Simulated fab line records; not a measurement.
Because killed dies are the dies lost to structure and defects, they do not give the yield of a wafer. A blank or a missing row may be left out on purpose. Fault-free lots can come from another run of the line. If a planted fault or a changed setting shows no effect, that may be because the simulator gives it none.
fab line records    flow sky130
record: lots: 6  wafers: 18  last_day: 50
route steps=708 shown VIA3@576
lots that met no fault: taken from a fault-free run of the same line
start_h: hours from the record's opening day to when the first of the lot's shown wafers began    wait_h: hours from the lot's prior step to this one    " identical to the entry in the row above    L1.1+2: several wafers, shown together as one row    - no value present, or no start provided    * or withheld: withheld    < > ~ a bound
route shown NAME@n: NAME is a module with steps in the file, n the number in the route of the first one    usual: average and standard deviation across the fault-free wafers    same: alike in all rows    chamber/n: place in a boat    sites: readings site by site    _std_site: standard deviation of those values    _edge_site: inner sites' mean taken away from outer sites' mean    radius_mm: how far each site lies from the wafer's centre    mask NAME#n: copy n    behind: the most recent tool/chamber to have shaped the wafer    hold: why the lot was held/for how many hours/how that ended    device: whichever transistor did not switch (one of n, p or np)    end of line: at the end of the route, the tests of the same wafers    a step with no rows: only its recipe    killed: not the wafer's yield, but the dies lost to structure and defects at the first sort    map: dies across one wafer; x = killed, . = not, _ = none there
set.NAME: the setting as run; set.NAME@STEP: as run at that earlier step    model.NAME: the simulator's own value behind a step, which no gauge read
lots at some steps of the route; a table a step, a row a wafer
services: the hour from which a tool's chamber was out of use, counted from the record's first day as start_h (under 0 if before that day), plus the number of hours and why
== steps ==
step: SKY_VIA3_BOW_MEAS_03
recipe: mode: bow
usual: VIA3_BOW: 80/7.4
lot.wafer  tool           chamber  start_h  wait_h  VIA3_BOW[um]
L358.1     film_metro-03  -        923.48   0.1     74
L358.4     "              -        "        "       74
L358.6     "              -        "        "       90
L361.3     film_metro-02  -        944.30   0.2     78
L361.5     "              -        "        "       72
L361.6     "              -        "        "       81
L366.2     film_metro-03  -        984.91   0.2     67
L366.3     "              -        "        "       79
L366.4     "              -        "        "       73
L368.1     film_metro-04  -        1000.43  0.1     77
L368.3     "              -        "        "       72
L368.5     "              -        "        "       81
L369.3     film_metro-04  -        1014.78  0.2     79
L369.4     "              -        "        "       86
L369.5     "              -        "        "       80
L378.1     film_metro-02  -        1059.52  0.1     75
L378.3     "              -        "        "       90
L378.4     "              -        "        "       84
step: SKY_VIA3_DEHYDRATE_04
recipe: temp_c: 200  time_s: 60
step: SKY_VIA3_HMDS_05
recipe: prime_time_s: 60  prime_temp_c: 120
step: SKY_VIA3_COAT_06
recipe: resist: BARC  temp_c: withheld  time_s: withheld  spin_rpm: 3000  resist_thk_nm: 60
step: SKY_VIA3_COAT_07
recipe: resist: KrF-thick  spin_rpm: 3000  resist_thk_nm: 450
step: SKY_VIA3_SOFTBAKE_08
recipe: temp_c: 100  time_s: 90  resist: KrF-thick
step: SKY_VIA3_EXPOSE_09
recipe: mask_id: VIM3  na: 0.8  source_shape: annular  sigma_inner: 0.55  sigma_outer: 0.85  target_cd_nm: 200  dose_mj: 38
step: SKY_VIA3_PEB_10
recipe: peb_temp_c: withheld  peb_time_s: withheld  resist: KrF-thick
step: SKY_VIA3_DEVELOP_11
recipe: develop_time_s: 60  resist: KrF-thick  dev_temp_c: 21
step: SKY_VIA3_CD_MEAS_12
recipe: target_cd_nm: 200
usual: cd_nm: 199.9/1.6
lot.wafer  tool       chamber  start_h  wait_h  cd_nm
L358.1     cd_sem-01  -        948.23   -       199.6
L358.4     "          -        "        "       198.9
L358.6     "          -        "        "       200.6
L361.3     cd_sem-01  -        969.12   -       201.2
L361.5     "          -        "        "       203.1
L361.6     "          -        "        "       203.9
L366.2     cd_sem-01  -        1008.47  -       199.5
L366.3     "          -        "        "       200.4
L366.4     "          -        "        "       200.2
L368.1     cd_sem-01  -        1023.25  -       202.1
L368.3     "          -        "        "       201.4
L368.5     "          -        "        "       202.4
L369.3     cd_sem-02  -        1037.04  -       197.8
L369.4     "          -        "        "       199.7
L369.5     "          -        "        "       197.7
L378.1     cd_sem-02  -        1080.13  -       199.4
L378.3     "          -        "        "       197.7
L378.4     "          -        "        "       198.3
step: SKY_VIA3_OVL_MEAS_13
usual: VIA3_OVL: -1/5.3
lot.wafer  tool        chamber  start_h  wait_h  VIA3_OVL[nm]
L358.1     overlay-01  -        948.35   0.1     -5
L358.4     "           -        "        "       -2
L358.6     "           -        "        "       -8
L361.3     overlay-01  -        969.21   0.1     -1
L361.5     "           -        "        "       6
L361.6     "           -        "        "       2
L366.2     overlay-01  -        1008.58  0.1     -12
L366.3     "           -        "        "       -8
L366.4     "           -        "        "       -8
L368.1     overlay-02  -        1023.37  0.1     0
L368.3     "           -        "        "       2
L368.5     "           -        "        "       3
L369.3     overlay-02  -        1037.14  0.1     -4
L369.4     "           -        "        "       -1
L369.5     "           -        "        "       5
L378.1     overlay-02  -        1080.25  0.1     3
L378.3     "           -        "        "       1
L378.4     "           -        "        "       -2
step: SKY_VIA3_ETCH_14
recipe: chemistry: N2/H2  target: BARC  ion_energy_ev: 200  source_w: 500  bias_w: 100  pressure_mtorr: 30  n2_flow_sccm: 100  h2_flow_sccm: 200  stop_on: SiO2  time_s: 45.9  target_depth_a: 600
usual: bias_w: 100.0/0.31  chamber_pressure_mTorr: 30.004/0.028  drypump_motor_current_A: 5.5/0.34  oes_product_au: 0.854/0.0052  throttle_valve_pct: 13.226/0.009
lot.wafer  tool         chamber  start_h  wait_h  bias_w  chamber_pressure_mTorr  drypump_motor_current_A  oes_product_au  rf_hours_counter_h  throttle_valve_pct
L358.1     rie_diel-03  0        948.39   0.0     99.8    30.012                  5.7                      0.851           16                  13.217
L358.4     "            3        "        "       100.2   29.996                  5.6                      0.848           27                  13.225
L358.6     "            2        "        "       100.6   29.993                  5.5                      0.857           -                   13.221
L361.3     rie_diel-02  2        969.24   0.0     99.6    29.964                  6.0                      0.862           12                  13.223
L361.5     "            0        "        "       100.0   30.033                  5.2                      0.850           -                   13.236
L361.6     "            3        "        "       99.7    30.005                  5.5                      0.854           -                   13.228
L366.2     rie_diel-02  3        1008.61  0.0     100.1   30.001                  5.5                      0.858           5                   13.223
L366.3     "            2        "        "       100.2   29.945                  6.1                      0.854           13                  13.233
L366.4     "            1        "        "       99.6    30.044                  5.1                      0.852           27                  13.222
L368.1     rie_diel-03  1        1023.41  0.0     99.8    30.019                  5.4                      0.868           22                  13.233
L368.3     "            2        "        "       100.1   30.044                  5.5                      0.854           17                  13.238
L368.5     "            3        "        "       100.2   29.991                  5.6                      0.844           -                   13.214
L369.3     rie_diel-03  1        1037.16  0.0     100.2   30.015                  5.4                      0.857           22                  13.246
L369.4     "            3        "        "       100.2   30.039                  5.6                      0.858           30                  13.211
L369.5     "            1        "        "       100.3   29.981                  5.4                      0.860           -                   13.228
L378.1     rie_diel-04  3        1080.29  0.0     100.2   30.022                  5.3                      0.857           8                   13.230
L378.3     "            0        "        "       100.1   29.974                  5.9                      0.854           15                  13.214
L378.4     "            1        "        "       100.4   30.049                  6.2                      0.855           19                  13.221
step: SKY_VIA3_ETCH_15
recipe: target: SiO2  chemistry: C4F8/O2/Ar  target_depth_nm: 507  stop_on: TiN  mask_material: KrF-thick  source_w: 1500  bias_w: 1200  pressure_mtorr: 40  c4f8_flow_sccm: withheld  O2_flow_sccm: 6  Ar_flow_sccm: 300  time_s: 78
usual: bias_w: 1200/3.7  chamber_pressure_mTorr: 40.00/0.039  oes_product_au: 0.946/0.0042
lot.wafer  tool         chamber  start_h  wait_h  bias_w  chamber_pressure_mTorr  oes_product_au  rf_hours_counter_h  model.KrF-thick_of_VIA3_COAT_07.thk_nm
L358.1     rie_diel-03  0        948.43   0.0     1204    40.04                   0.941           16                  291.3
L358.4     "            3        "        "       1201    40.02                   0.948           27                  291.8
L358.6     "            2        "        "       1194    39.94                   0.947           -                   289.4
L361.3     rie_diel-02  2        969.28   0.0     1199    39.99                   0.944           12                  293.3
L361.5     "            0        "        "       1197    40.00                   0.943           -                   290.8
L361.6     "            3        "        "       1200    39.96                   0.951           -                   290.5
L366.2     rie_diel-02  3        1008.65  0.0     1197    40.00                   0.942           5                   291.3
L366.3     "            2        "        "       1198    39.91                   0.945           13                  291.9
L366.4     "            1        "        "       1203    39.99                   0.953           27                  288.9
L368.1     rie_diel-03  1        1023.45  0.0     -       -                       -               -                   392.9
L368.3     "            2        "        "       -       -                       -               -                   392.7
L368.5     "            3        "        "       -       -                       -               -                   392.6
L369.3     rie_diel-03  1        1037.20  0.0     -       -                       -               -                   393.4
L369.4     "            3        "        "       -       -                       -               -                   392
L369.5     "            1        "        "       -       -                       -               -                   392.1
L378.1     rie_diel-04  3        1080.33  0.0     1196    39.96                   0.950           8                   290.8
L378.3     "            0        "        "       1194    40.05                   0.953           15                  292.7
L378.4     "            1        "        "       1200    40.03                   0.943           19                  290.8
step: SKY_VIA3_STRIP_16
recipe: chemistry: O2/N2  power_w: 1400  pressure_mtorr: 1500  platen_temp_c: withheld  o2_flow_sccm: 3000  n2_flow_sccm: 300  overash_fraction: 0.5
usual: chamber_pressure_mTorr: 1500.0/1.3  drypump_motor_current_A: 5.7/0.46  oes_product_au: 0.402/0.0046  strip_time_to_endpoint_s: 4.124/0.022
lot.wafer  tool             chamber  start_h  wait_h  chamber_pressure_mTorr  drypump_motor_current_A  oes_product_au  rf_hours_counter_h  strip_time_to_endpoint_s
L358.1     plasma_asher-01  1        948.49   0.0     1499.7                  5.7                      0.399           115                 4.129
L358.4     "                0        "        "       1501.2                  5.1                      0.405           -                   4.122
L358.6     "                1        "        "       1499.4                  5.7                      0.404           -                   4.111
L361.3     plasma_asher-02  0        969.37   0.1     1500.6                  5.3                      0.404           -                   4.142
L361.5     "                1        "        "       1499.5                  6.1                      0.403           -                   4.114
L361.6     "                0        "        "       1499.5                  5.3                      0.400           -                   4.129
L366.2     plasma_asher-03  0        1008.71  0.0     1501.1                  6.5                      0.403           26                  4.137
L366.3     "                0        "        "       1499.4                  6.5                      0.403           -                   4.163
L366.4     "                1        "        "       1500.6                  5.8                      0.400           -                   4.099
L368.1     plasma_asher-01  1        1023.51  0.0     1499.6                  5.7                      0.448           123                 5.208
L368.3     "                0        "        "       1500.8                  5.1                      0.445           -                   5.207
L368.5     "                0        "        "       1499.1                  5.1                      0.444           -                   5.183
L369.3     plasma_asher-02  0        1037.29  0.1     1500.8                  5.3                      0.447           -                   5.206
L369.4     "                1        "        "       1500.8                  6.1                      0.442           -                   5.184
L369.5     "                1        "        "       1498.0                  6.1                      0.445           -                   5.216
L378.1     plasma_asher-01  0        1080.39  0.0     1500.0                  5.1                      0.401           2                   4.140
L378.3     "                0        "        "       1501.7                  5.1                      0.398           -                   4.151
L378.4     "                1        "        "       1499.8                  5.7                      0.404           -                   4.123
step: SKY_VIA3_STRIP_17
recipe: chemistry: post_etch_residue_remover  time_s: 1200  temp_c: 72.5
== services ==
tool             chamber  start_h  hours  kind
plasma_asher-03  -        926.97   3.4    repair
plasma_asher-03  -        949.10   9.8    pm
rie_diel-04      1        963.37   7.7    repair
rie_diel-03      2        982.33   4.8    repair
plasma_asher-01  -        1023.66  1.1    repair
plasma_asher-03  -        1032.31  14.6   pm
rie_diel-04      -        1041.71  1.4    repair
rie_diel-04      -        1046.15  0.9    repair
plasma_asher-01  -        1055.32  9.0    pm
plasma_asher-01  0        1055.32  9.0    vent_cycle
plasma_asher-01  1        1055.32  9.0    vent_cycle
rie_diel-02      0        1056.84  4.3    repair
plasma_asher-01  0        1064.32  -      clean
plasma_asher-01  1        1064.32  -      clean
== key ==
first_sign: step: SKY_VIA3_ETCH_15  reading: tool_record  direction: missing
effect: step: SKY_VIA3_STRIP_16  reading: strip_time_to_endpoint_s  direction: up  sigmas: 50  usual: *  struck: *
model_effect: step: SKY_VIA3_ETCH_15  value: KrF-thick_of_VIA3_COAT_07.thk_nm  without: 291.2  struck: 392.6
met_at SKY_VIA3_ETCH_15
struck_wafers L368.1,L368.3,L368.5,L369.3,L369.4,L369.5
later_rows_left_out L368.1,L368.3,L368.5,L369.3,L369.4,L369.5
sort_left_out L368.1,L368.3,L368.5,L369.3,L369.4,L369.5
onset_between 948.43 1023.45
fault: kind: skipped_step_whole  tool: rie_diel-03  chamber: -  onset_h: 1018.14  steps: SKY_VIA3_ETCH_15  scope: struck_lots_only
sort_left_out: the simulated sort isn't trusted on such a fault, so these wafers' sort isn't shown, and their yield isn't known
later_rows_left_out: the simulator's readings of these wafers behind a module that went badly wrong aren't trusted and aren't shown, but for the sort
